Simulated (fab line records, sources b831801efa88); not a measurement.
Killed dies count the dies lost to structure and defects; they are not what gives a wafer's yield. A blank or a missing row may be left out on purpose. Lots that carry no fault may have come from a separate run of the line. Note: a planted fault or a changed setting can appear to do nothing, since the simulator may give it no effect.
fab line records -- flow sky130 -- part 1 of 2: steps 1 to 29 of 40
record: lots: 5, wafers: 15, last_day: 50
route steps=708 shown VT_ADJUST_LVTN@97 VT_ADJUST_NCORE@119 VT_ADJUST_HVTR@131
lots untouched by any fault: they come from a run of this same line in which no faults occurred
start_h: hours from the record's opening day to when the first of the lot's shown wafers began -- wait_h: how many hours have passed since the lot's step before this one -- " identical to the entry in the row above -- L1.1+2: several wafers, shown together as one row -- - no value present, or no start provided -- * or withheld: withheld -- < > ~ a bound
route shown NAME@n: a module of which the file shows steps, and the number in the route of the first -- usual: the fault-free wafers' mean and standard deviation -- same: alike in all rows -- chamber/n: place in a boat -- sites: readings site by site -- _std_site: their standard deviation -- _edge_site: mean of outer sites minus mean of inner sites -- radius_mm: for every site, how far away it sits from the centre of the wafer -- mask NAME#n: copy n -- behind: the most recent tool/chamber to have shaped the wafer -- hold: what put the lot on hold/how long, in hours/how the hold closed -- device: transistor that didn't switch, given as n, p or np -- end of line: the route-end tests of the same wafers -- for a step that has no rows: nothing shown but its recipe -- killed: dies that structure and defects cost at the first sort, which is not the same as the wafer's yield -- map: a wafer's dies, marking killed ones x, the rest . and places with no die _
set.NAME: setting as actually run; set.NAME@STEP: the setting as run at that earlier step -- model.NAME: the simulator's own value behind a step, which no gauge read
certain route steps with their lots: each step a table, each wafer a row
services: the hour from which a tool's chamber was out of use, counted from the record's first day as start_h (under 0 if before that day), plus the number of hours and why
== steps ==
step: SKY_VT_ADJUST_LVTN_DEHYDRATE_00
recipe: temp_c: 200, time_s: 60
usual: heater_power_total_W: 160.36/0.13, plate_temp_C: 200.03/0.16
lot.wafer,tool,chamber,start_h,wait_h,heater_power_total_W,plate_temp_C
L079.1,litho_track-03,0,172.17,9.8,160.48,199.63
L079.2,litho_track-03,0,172.17,9.8,160.26,199.64
L079.3,litho_track-03,0,172.17,9.8,160.33,199.79
L080.1,litho_track-04,0,172.99,10.0,160.38,199.88
L080.2,litho_track-04,0,172.99,10.0,160.36,200.11
L080.5,litho_track-04,0,172.99,10.0,160.33,199.88
L083.2,litho_track-03,0,186.64,10.4,160.33,199.92
L083.5,litho_track-03,0,186.64,10.4,160.30,200.01
L083.6,litho_track-03,0,186.64,10.4,160.32,199.87
L087.3,litho_track-04,0,218.69,10.7,160.29,200.08
L087.5,litho_track-04,0,218.69,10.7,160.23,199.94
L087.6,litho_track-04,0,218.69,10.7,160.21,200.22
L097.1,litho_track-03,0,282.07,11.6,160.45,200.02
L097.2,litho_track-03,0,282.07,11.6,160.30,200.16
L097.6,litho_track-03,0,282.07,11.6,160.23,200.09
step: SKY_VT_ADJUST_LVTN_HMDS_01
recipe: prime_time_s: 60, prime_temp_c: 120
lot.wafer,tool,chamber,start_h,wait_h
L079.1+2+3,litho_track-03,0,172.32,0.1
L080.1+2+5,litho_track-04,0,173.14,0.1
L083.2+5+6,litho_track-03,0,186.79,0.1
L087.3+5+6,litho_track-04,0,218.84,0.1
L097.1+2+6,litho_track-03,0,282.22,0.1
step: SKY_VT_ADJUST_LVTN_COAT_02
recipe: spin_rpm: 2000, resist_thk_nm: 3000
lot.wafer,tool,chamber,start_h,wait_h
L079.1+2+3,litho_track-03,0,172.47,0.1
L080.1+2+5,litho_track-04,0,173.29,0.1
L083.2+5+6,litho_track-03,0,186.94,0.1
L087.3+5+6,litho_track-04,0,218.99,0.1
L097.1+2+6,litho_track-03,0,282.37,0.1
step: SKY_VT_ADJUST_LVTN_SOFTBAKE_03
recipe: temp_c: 110, time_s: withheld
usual: heater_power_total_W: 65.33/0.15, plate_temp_C: 109.98/0.13
lot.wafer,tool,chamber,start_h,wait_h,heater_power_total_W,plate_temp_C
L079.1,litho_track-03,0,172.62,0.1,65.41,109.94
L079.2,litho_track-03,0,172.62,0.1,65.39,109.87
L079.3,litho_track-03,0,172.62,0.1,65.22,110.04
L080.1,litho_track-04,0,173.44,0.1,65.09,110.14
L080.2,litho_track-04,0,173.44,0.1,65.25,109.97
L080.5,litho_track-04,0,173.44,0.1,65.25,110.04
L083.2,litho_track-03,0,187.10,0.1,65.23,109.94
L083.5,litho_track-03,0,187.10,0.1,65.19,109.92
L083.6,litho_track-03,0,187.10,0.1,65.37,110.14
L087.3,litho_track-04,0,219.15,0.1,65.39,109.96
L087.5,litho_track-04,0,219.15,0.1,65.28,109.89
L087.6,litho_track-04,0,219.15,0.1,65.13,109.94
L097.1,litho_track-03,0,282.52,0.1,65.50,110.13
L097.2,litho_track-03,0,282.52,0.1,65.27,110.07
L097.6,litho_track-03,0,282.52,0.1,65.11,110.15
step: SKY_VT_ADJUST_LVTN_EXPOSE_04
recipe: mask_id: NWM_COMPLEMENT_LESS_NATIVE, na: 0.6, source_shape: conventional, sigma_outer: 0.6, polarization: unpolarized, target_cd_nm: 840, dose_mj: 194
lot.wafer,tool,chamber,start_h,wait_h,mask
L079.1+2+3,iline_stepper-02,0,-,-,NWM_COMPLEMENT_LESS_NATIVE#0
L080.1+2+5,iline_stepper-01,0,-,-,NWM_COMPLEMENT_LESS_NATIVE#0
L083.2+5+6,iline_stepper-01,0,-,-,NWM_COMPLEMENT_LESS_NATIVE#0
L087.3+5+6,iline_stepper-01,0,-,-,NWM_COMPLEMENT_LESS_NATIVE#0
L097.1+2+6,iline_stepper-01,0,-,-,NWM_COMPLEMENT_LESS_NATIVE#0
step: SKY_VT_ADJUST_LVTN_PEB_05
recipe: temp_c: 115, time_s: withheld
usual: heater_power_total_W: 69.34/0.13, plate_temp_C: 115.02/0.13
lot.wafer,tool,chamber,start_h,wait_h,heater_power_total_W,plate_temp_C
L079.1,litho_track-03,0,-,-,69.19,114.96
L079.2,litho_track-03,0,-,-,69.47,114.87
L079.3,litho_track-03,0,-,-,69.54,114.99
L080.1,litho_track-04,0,-,-,69.36,115.14
L080.2,litho_track-04,0,-,-,69.19,115.08
L080.5,litho_track-04,0,-,-,69.39,115.06
L083.2,litho_track-03,0,-,-,69.38,115.08
L083.5,litho_track-03,0,-,-,69.42,115.20
L083.6,litho_track-03,0,-,-,69.59,115.29
L087.3,litho_track-02,0,-,-,69.43,114.96
L087.5,litho_track-02,0,-,-,69.56,114.90
L087.6,litho_track-02,0,-,-,69.25,115.05
L097.1,litho_track-02,0,-,-,69.19,115.15
L097.2,litho_track-02,0,-,-,69.52,115.11
L097.6,litho_track-02,0,-,-,69.24,115.03
step: SKY_VT_ADJUST_LVTN_DEVELOP_06
recipe: wall_angle_deg: 90, developer: TMAH, develop_time_s: 60, dev_temp_c: 23
lot.wafer,tool,chamber,start_h,wait_h
L079.1+2+3,litho_track-03,0,-,-
L080.1+2+5,litho_track-04,0,-,-
L083.2+5+6,litho_track-03,0,-,-
L087.3+5+6,litho_track-02,0,-,-
L097.1+2+6,litho_track-02,0,-,-
step: SKY_VT_ADJUST_LVTN_OVL_MEAS_07
usual: VT_ADJUST_LVTN_OVL: -0.1/1.5
lot.wafer,tool,chamber,start_h,wait_h,VT_ADJUST_LVTN_OVL[nm]
L079.1,overlay-01,-,183.12,-,1.5
L079.2,overlay-01,-,183.12,-,1.7
L079.3,overlay-01,-,183.12,-,0.5
L080.1,overlay-01,-,184.19,-,-2.6
L080.2,overlay-01,-,184.19,-,-0.8
L080.5,overlay-01,-,184.19,-,-0.7
L083.2,overlay-02,-,197.67,-,0.6
L083.5,overlay-02,-,197.67,-,0.4
L083.6,overlay-02,-,197.67,-,1.2
L087.3,overlay-01,-,230.16,-,2.0
L087.5,overlay-01,-,230.16,-,2.2
L087.6,overlay-01,-,230.16,-,0.5
L097.1,overlay-01,-,295.34,-,0.4
L097.2,overlay-01,-,295.34,-,0.0
L097.6,overlay-01,-,295.34,-,-0.2
step: SKY_VT_ADJUST_LVTN_IMPLANT_08
recipe: species: B, energy_kev: 30, dose_cm2: 1.57e+12, tilt_deg: withheld
lot.wafer,tool,chamber,start_h,wait_h
L079.1+2+3,implanter-04,0,183.15,0.0
L080.1+2+5,implanter-04,0,184.22,0.0
L083.2+5+6,implanter-01,0,197.73,0.0
L087.3+5+6,implanter-04,0,230.23,0.1
L097.1+2+6,implanter-01,0,295.38,0.0
step: SKY_VT_ADJUST_LVTN_STRIP_09
recipe: chemistry: O2/N2, power_w: 1400, pressure_mtorr: 1500, platen_temp_c: withheld, o2_flow_sccm: 3000, n2_flow_sccm: 300, overash_fraction: 0.5
usual: chamber_pressure_mTorr: 1500.1/1.4, drypump_motor_current_A: 5.9/0.56, o2_flow_sccm: 2998/8.8, oes_product_au: 0.723/0.0044, strip_time_to_endpoint_s: 36.86/0.13
lot.wafer,tool,chamber,start_h,wait_h,chamber_pressure_mTorr,drypump_motor_current_A,o2_flow_sccm,oes_product_au,rf_hours_counter_h,strip_time_to_endpoint_s
L079.1,plasma_asher-02,0,183.30,0.1,1499.2,5.3,2993,0.727,38,36.78
L079.2,plasma_asher-02,1,183.30,0.1,1500.1,6.6,2998,0.716,38,36.73
L079.3,plasma_asher-02,1,183.30,0.1,1501.6,6.6,3009,0.720,-,36.73
L080.1,plasma_asher-03,0,184.37,0.1,1499.6,5.0,3001,0.725,7,36.73
L080.2,plasma_asher-03,1,184.37,0.1,1500.4,6.0,3003,0.722,7,36.63
L080.5,plasma_asher-03,1,184.37,0.1,1502.3,6.0,3001,0.724,-,36.71
L083.2,plasma_asher-03,1,197.85,0.1,1499.6,5.9,3002,0.729,8,36.85
L083.5,plasma_asher-03,1,197.85,0.1,1498.3,6.0,2994,0.726,-,36.94
L083.6,plasma_asher-03,0,197.85,0.1,1501.4,5.0,2984,0.729,-,36.88
L087.3,plasma_asher-02,1,230.36,0.1,1499.4,6.6,2998,0.726,-,36.83
L087.5,plasma_asher-02,0,230.36,0.1,1499.5,5.3,2998,0.721,-,36.88
L087.6,plasma_asher-02,1,230.36,0.1,1499.1,6.7,2994,0.724,-,36.83
L097.1,plasma_asher-03,0,295.53,0.1,1503.0,5.0,3010,0.721,18,36.85
L097.2,plasma_asher-03,1,295.53,0.1,1498.1,6.0,2995,0.724,18,36.80
L097.6,plasma_asher-03,1,295.53,0.1,1500.7,6.0,2986,0.715,-,36.80
step: SKY_VT_ADJUST_LVTN_TW_MEAS_10
usual: VT_ADJUST_LVTN_TW: 241.8/1.2
lot.wafer,tool,chamber,start_h,wait_h,VT_ADJUST_LVTN_TW
L079.1,film_metro-01,-,183.40,0.1,241.0
L079.2,film_metro-01,-,183.40,0.1,241.8
L079.3,film_metro-01,-,183.40,0.1,239.9
L080.1,film_metro-03,-,184.47,0.1,240.2
L080.2,film_metro-03,-,184.47,0.1,239.7
L080.5,film_metro-03,-,184.47,0.1,240.9
L083.2,film_metro-04,-,197.96,0.1,242.2
L083.5,film_metro-04,-,197.96,0.1,242.0
L083.6,film_metro-04,-,197.96,0.1,242.0
L087.3,film_metro-04,-,230.45,0.1,243.8
L087.5,film_metro-04,-,230.45,0.1,244.4
L087.6,film_metro-04,-,230.45,0.1,243.8
L097.1,film_metro-01,-,295.63,0.1,241.4
L097.2,film_metro-01,-,295.63,0.1,242.1
L097.6,film_metro-01,-,295.63,0.1,242.1
step: SKY_VT_ADJUST_LVTN_DEHYDRATE_11
recipe: temp_c: 200, time_s: 60
usual: heater_power_total_W: 160.39/0.13, plate_temp_C: 199.98/0.17
lot.wafer,tool,chamber,start_h,wait_h,heater_power_total_W,plate_temp_C
L079.1,litho_track-03,0,193.77,10.4,160.21,199.86
L079.2,litho_track-03,0,193.77,10.4,160.28,199.86
L079.3,litho_track-03,0,193.77,10.4,160.42,199.95
L080.1,litho_track-04,0,195.19,10.7,160.49,199.77
L080.2,litho_track-04,0,195.19,10.7,160.36,199.78
L080.5,litho_track-04,0,195.19,10.7,160.30,200.08
L083.2,litho_track-04,0,208.41,10.4,160.49,199.77
L083.5,litho_track-04,0,208.41,10.4,160.20,200.19
L083.6,litho_track-04,0,208.41,10.4,160.46,199.93
L087.3,litho_track-03,0,241.27,10.8,160.27,199.89
L087.5,litho_track-03,0,241.27,10.8,160.54,200.19
L087.6,litho_track-03,0,241.27,10.8,160.59,199.96
L097.1,litho_track-02,0,307.69,12.1,160.31,199.93
L097.2,litho_track-02,0,307.69,12.1,160.53,199.82
L097.6,litho_track-02,0,307.69,12.1,160.28,199.86
step: SKY_VT_ADJUST_LVTN_HMDS_12
recipe: prime_time_s: 60, prime_temp_c: 120
lot.wafer,tool,chamber,start_h,wait_h
L079.1+2+3,litho_track-03,0,193.92,0.1
L080.1+2+5,litho_track-04,0,195.34,0.1
L083.2+5+6,litho_track-04,0,208.56,0.1
L087.3+5+6,litho_track-03,0,241.42,0.1
L097.1+2+6,litho_track-02,0,307.84,0.1
step: SKY_VT_ADJUST_LVTN_COAT_13
recipe: resist: NOVOLAK, spin_rpm: 3000, resist_thk_nm: 1140
lot.wafer,tool,chamber,start_h,wait_h
L079.1+2+3,litho_track-03,0,194.07,0.1
L080.1+2+5,litho_track-04,0,195.49,0.1
L083.2+5+6,litho_track-04,0,208.71,0.1
L087.3+5+6,litho_track-03,0,241.57,0.1
L097.1+2+6,litho_track-02,0,307.99,0.1
step: SKY_VT_ADJUST_LVTN_SOFTBAKE_14
recipe: temp_c: 90, time_s: 60, resist: NOVOLAK
usual: heater_power_total_W: 56.59/0.044, plate_temp_C: 89.97/0.11
lot.wafer,tool,chamber,start_h,wait_h,heater_power_total_W,plate_temp_C
L079.1,litho_track-03,0,194.22,0.1,56.56,90.07
L079.2,litho_track-03,0,194.22,0.1,56.60,89.93
L079.3,litho_track-03,0,194.22,0.1,56.62,89.83
L080.1,litho_track-04,0,195.64,0.1,56.65,89.84
L080.2,litho_track-04,0,195.64,0.1,56.55,89.87
L080.5,litho_track-04,0,195.64,0.1,56.62,89.80
L083.2,litho_track-04,0,208.86,0.1,56.63,89.88
L083.5,litho_track-04,0,208.86,0.1,56.63,89.78
L083.6,litho_track-04,0,208.86,0.1,56.53,89.90
L087.3,litho_track-03,0,241.72,0.1,56.61,90.07
L087.5,litho_track-03,0,241.72,0.1,56.65,90.08
L087.6,litho_track-03,0,241.72,0.1,56.65,89.91
L097.1,litho_track-02,0,308.14,0.1,56.60,89.95
L097.2,litho_track-02,0,308.14,0.1,56.55,90.14
L097.6,litho_track-02,0,308.14,0.1,56.55,89.97
step: SKY_VT_ADJUST_LVTN_EXPOSE_15
recipe: mask_id: HVN_STD_DERIVED, na: 0.6, source_shape: conventional, sigma_outer: 0.6, polarization: unpolarized, target_cd_nm: 600, dose_mj: 163
lot.wafer,tool,chamber,start_h,wait_h,mask
L079.1+2+3,iline_stepper-01,0,-,-,HVN_STD_DERIVED#0
L080.1+2+5,iline_stepper-02,0,-,-,HVN_STD_DERIVED#0
L083.2+5+6,iline_stepper-01,0,-,-,HVN_STD_DERIVED#0
L087.3+5+6,iline_stepper-01,0,-,-,HVN_STD_DERIVED#0
L097.1+2+6,iline_stepper-02,0,-,-,HVN_STD_DERIVED#0
step: SKY_VT_ADJUST_LVTN_PEB_16
recipe: temp_c: withheld, time_s: *, resist: NOVOLAK
lot.wafer,tool,chamber,start_h,wait_h
L079.1+2+3,litho_track-03,0,-,-
L080.1+2+5,litho_track-03,0,-,-
L083.2+5+6,litho_track-04,0,-,-
L087.3+5+6,litho_track-02,0,-,-
L097.1+2+6,litho_track-04,0,-,-
step: SKY_VT_ADJUST_LVTN_DEVELOP_17
recipe: resist: NOVOLAK, developer: TMAH, develop_time_s: 60, dev_temp_c: 23
lot.wafer,tool,chamber,start_h,wait_h
L079.1+2+3,litho_track-03,0,204.32,0.1
L080.1+2+5,litho_track-03,0,206.27,0.1
L083.2+5+6,litho_track-04,0,220.06,0.1
L087.3+5+6,litho_track-02,0,252.99,0.1
L097.1+2+6,litho_track-04,0,320.99,0.1
step: SKY_VT_ADJUST_LVTN_OVL_MEAS_18
usual: VT_ADJUST_LVTN_01_OVL: 0.6/1.2
lot.wafer,tool,chamber,start_h,wait_h,VT_ADJUST_LVTN_01_OVL[nm]
L079.1,overlay-01,-,204.47,0.1,0.7
L079.2,overlay-01,-,204.47,0.1,1.5
L079.3,overlay-01,-,204.47,0.1,0.4
L080.1,overlay-01,-,206.42,0.1,0.5
L080.2,overlay-01,-,206.42,0.1,1.2
L080.5,overlay-01,-,206.42,0.1,0.4
L083.2,overlay-02,-,220.19,0.1,-1.3
L083.5,overlay-02,-,220.19,0.1,-1.4
L083.6,overlay-02,-,220.19,0.1,-0.6
L087.3,overlay-01,-,253.11,0.1,0.7
L087.5,overlay-01,-,253.11,0.1,2.4
L087.6,overlay-01,-,253.11,0.1,2.9
L097.1,overlay-01,-,321.14,0.1,-1.7
L097.2,overlay-01,-,321.14,0.1,-1.2
L097.6,overlay-01,-,321.14,0.1,-0.3
step: SKY_VT_ADJUST_LVTN_IMPLANT_19
recipe: species: B, energy_kev: 30, dose_cm2: 6.5e+11, tilt_deg: withheld
lot.wafer,tool,chamber,start_h,wait_h
L079.1+2+3,implanter-01,0,204.50,0.0
L080.1+2+5,implanter-01,0,206.45,0.0
L083.2+5+6,implanter-01,0,220.25,0.0
L087.3+5+6,implanter-01,0,253.18,0.1
L097.1+2+6,implanter-04,0,321.17,0.0
step: SKY_VT_ADJUST_LVTN_STRIP_20
recipe: chemistry: O2/N2, power_w: 1400, pressure_mtorr: 1500, platen_temp_c: withheld, o2_flow_sccm: 3000, n2_flow_sccm: 300, overash_fraction: 0.5
usual: chamber_pressure_mTorr: 1499.8/1.3, drypump_motor_current_A: 5.8/0.59, o2_flow_sccm: 3001/8, oes_product_au: 0.716/0.0046, strip_time_to_endpoint_s: 14.17/0.044
lot.wafer,tool,chamber,start_h,wait_h,chamber_pressure_mTorr,drypump_motor_current_A,o2_flow_sccm,oes_product_au,rf_hours_counter_h,strip_time_to_endpoint_s
L079.1,plasma_asher-03,0,204.65,0.1,1499.1,5.0,2996,0.719,8,14.16
L079.2,plasma_asher-03,1,204.65,0.1,1498.6,6.0,3008,0.718,8,14.13
L079.3,plasma_asher-03,1,204.65,0.1,1498.9,6.0,3012,0.716,-,14.13
L080.1,plasma_asher-01,1,206.60,0.1,1500.9,6.4,2991,0.714,49,14.23
L080.2,plasma_asher-01,0,206.60,0.1,1499.6,5.6,2999,0.720,49,14.25
L080.5,plasma_asher-01,0,206.60,0.1,1499.6,5.6,3002,0.721,-,14.24
L083.2,plasma_asher-03,1,220.37,0.1,1499.6,6.0,3010,0.714,10,14.25
L083.5,plasma_asher-03,1,220.37,0.1,1500.5,6.0,3008,0.719,-,14.22
L083.6,plasma_asher-03,0,220.37,0.1,1501.9,5.0,3006,0.712,-,14.19
L087.3,plasma_asher-01,1,253.31,0.1,1499.8,6.5,2988,0.705,-,14.15
L087.5,plasma_asher-01,0,253.31,0.1,1499.1,5.7,2988,0.711,-,14.13
L087.6,plasma_asher-01,1,253.31,0.1,1499.0,6.4,3009,0.710,-,14.18
L097.1,plasma_asher-01,0,321.32,0.1,1499.0,5.6,3008,0.723,60,14.19
L097.2,plasma_asher-01,1,321.32,0.1,1499.7,6.4,2993,0.713,60,14.20
L097.6,plasma_asher-01,1,321.32,0.1,1499.0,6.4,2985,0.723,-,14.17
step: SKY_VT_ADJUST_LVTN_TW_MEAS_21
usual: VT_ADJUST_LVTN_2_TW: 188.1/0.9
lot.wafer,tool,chamber,start_h,wait_h,VT_ADJUST_LVTN_2_TW
L079.1,film_metro-01,-,204.75,0.1,187.8
L079.2,film_metro-01,-,204.75,0.1,187.9
L079.3,film_metro-01,-,204.75,0.1,189.3
L080.1,film_metro-03,-,206.70,0.1,188.2
L080.2,film_metro-03,-,206.70,0.1,188.4
L080.5,film_metro-03,-,206.70,0.1,188.8
L083.2,film_metro-01,-,220.48,0.1,188.6
L083.5,film_metro-01,-,220.48,0.1,188.6
L083.6,film_metro-01,-,220.48,0.1,189.1
L087.3,film_metro-01,-,253.40,0.1,189.0
L087.5,film_metro-01,-,253.40,0.1,187.9
L087.6,film_metro-01,-,253.40,0.1,188.0
L097.1,film_metro-03,-,321.42,0.1,186.8
L097.2,film_metro-03,-,321.42,0.1,187.5
L097.6,film_metro-03,-,321.42,0.1,186.5
step: SKY_VT_ADJUST_NCORE_DEHYDRATE_00
recipe: temp_c: 200, time_s: 60
usual: heater_power_total_W: 160.38/0.13, plate_temp_C: 199.99/0.18
lot.wafer,tool,chamber,start_h,wait_h,heater_power_total_W,plate_temp_C
L079.1,litho_track-03,0,215.52,10.8,160.46,199.84
L079.2,litho_track-03,0,215.52,10.8,160.60,199.69
L079.3,litho_track-03,0,215.52,10.8,160.59,200.01
L080.1,litho_track-02,0,217.74,11.0,160.63,200.01
L080.2,litho_track-02,0,217.74,11.0,160.11,200.15
L080.5,litho_track-02,0,217.74,11.0,160.50,200.17
L083.2,litho_track-02,0,230.82,10.3,160.39,200.02
L083.5,litho_track-02,0,230.82,10.3,160.13,199.72
L083.6,litho_track-02,0,230.82,10.3,160.33,200.11
L087.3,litho_track-03,0,264.82,11.4,160.20,199.82
L087.5,litho_track-03,0,264.82,11.4,160.52,199.93
L087.6,litho_track-03,0,264.82,11.4,160.50,200.05
L097.1,litho_track-01,0,333.95,12.5,160.20,200.12
L097.2,litho_track-01,0,333.95,12.5,160.26,199.98
L097.6,litho_track-01,0,333.95,12.5,160.18,200.23
step: SKY_VT_ADJUST_NCORE_HMDS_01
recipe: prime_time_s: 60, prime_temp_c: 120
lot.wafer,tool,chamber,start_h,wait_h
L079.1+2+3,litho_track-03,0,215.67,0.1
L080.1+2+5,litho_track-02,0,217.89,0.1
L083.2+5+6,litho_track-02,0,230.97,0.1
L087.3+5+6,litho_track-03,0,264.97,0.1
L097.1+2+6,litho_track-01,0,334.10,0.1
step: SKY_VT_ADJUST_NCORE_COAT_02
recipe: resist: NOVOLAK, spin_rpm: 3000, resist_thk_nm: 1140
lot.wafer,tool,chamber,start_h,wait_h
L079.1+2+3,litho_track-03,0,215.82,0.1
L080.1+2+5,litho_track-02,0,218.04,0.1
L083.2+5+6,litho_track-02,0,231.12,0.1
L087.3+5+6,litho_track-03,0,265.12,0.1
L097.1+2+6,litho_track-01,0,334.25,0.1
step: SKY_VT_ADJUST_NCORE_SOFTBAKE_03
recipe: temp_c: 90, time_s: 60, resist: NOVOLAK
usual: heater_power_total_W: 56.60/0.046, plate_temp_C: 90.00/0.12
lot.wafer,tool,chamber,start_h,wait_h,heater_power_total_W,plate_temp_C
L079.1,litho_track-03,0,215.97,0.1,56.54,89.73
L079.2,litho_track-03,0,215.97,0.1,56.65,89.94
L079.3,litho_track-03,0,215.97,0.1,56.62,89.93
L080.1,litho_track-02,0,218.19,0.1,56.53,89.98
L080.2,litho_track-02,0,218.19,0.1,56.62,90.05
L080.5,litho_track-02,0,218.19,0.1,56.63,90.06
L083.2,litho_track-02,0,231.27,0.1,56.59,89.84
L083.5,litho_track-02,0,231.27,0.1,56.57,90.13
L083.6,litho_track-02,0,231.27,0.1,56.51,89.96
L087.3,litho_track-03,0,265.27,0.1,56.65,89.73
L087.5,litho_track-03,0,265.27,0.1,56.66,90.06
L087.6,litho_track-03,0,265.27,0.1,56.65,89.83
L097.1,litho_track-01,0,334.40,0.1,56.60,89.91
L097.2,litho_track-01,0,334.40,0.1,56.63,89.92
L097.6,litho_track-01,0,334.40,0.1,56.61,89.87
step: SKY_VT_ADJUST_NCORE_EXPOSE_04
recipe: mask_id: LVTN_COMPLEMENT_THIN, na: 0.6, source_shape: conventional, sigma_outer: 0.6, polarization: unpolarized, target_cd_nm: 380, dose_mj: 139
lot.wafer,tool,chamber,start_h,wait_h,mask
L079.1+2+3,iline_stepper-02,0,-,-,LVTN_COMPLEMENT_THIN#0
L080.1+2+5,iline_stepper-01,0,-,-,LVTN_COMPLEMENT_THIN#0
L083.2+5+6,iline_stepper-01,0,-,-,LVTN_COMPLEMENT_THIN#0
L087.3+5+6,iline_stepper-02,0,-,-,LVTN_COMPLEMENT_THIN#0
L097.1+2+6,iline_stepper-02,0,-,-,LVTN_COMPLEMENT_THIN#0
step: SKY_VT_ADJUST_NCORE_PEB_05
recipe: temp_c: withheld, time_s: *, resist: NOVOLAK
lot.wafer,tool,chamber,start_h,wait_h
L079.1+2+3,litho_track-02,0,-,-
L080.1+2+5,litho_track-02,0,-,-
L083.2+5+6,litho_track-02,0,-,-
L087.3+5+6,litho_track-03,0,-,-
L097.1+2+6,litho_track-03,0,-,-
step: SKY_VT_ADJUST_NCORE_DEVELOP_06
recipe: resist: NOVOLAK, developer: TMAH, develop_time_s: 60, dev_temp_c: 23
lot.wafer,tool,chamber,start_h,wait_h
L079.1+2+3,litho_track-02,0,226.99,0.1
L080.1+2+5,litho_track-02,0,228.84,0.1
L083.2+5+6,litho_track-02,0,242.62,0.1
L087.3+5+6,litho_track-03,0,277.82,0.1
L097.1+2+6,litho_track-03,0,348.32,0.1
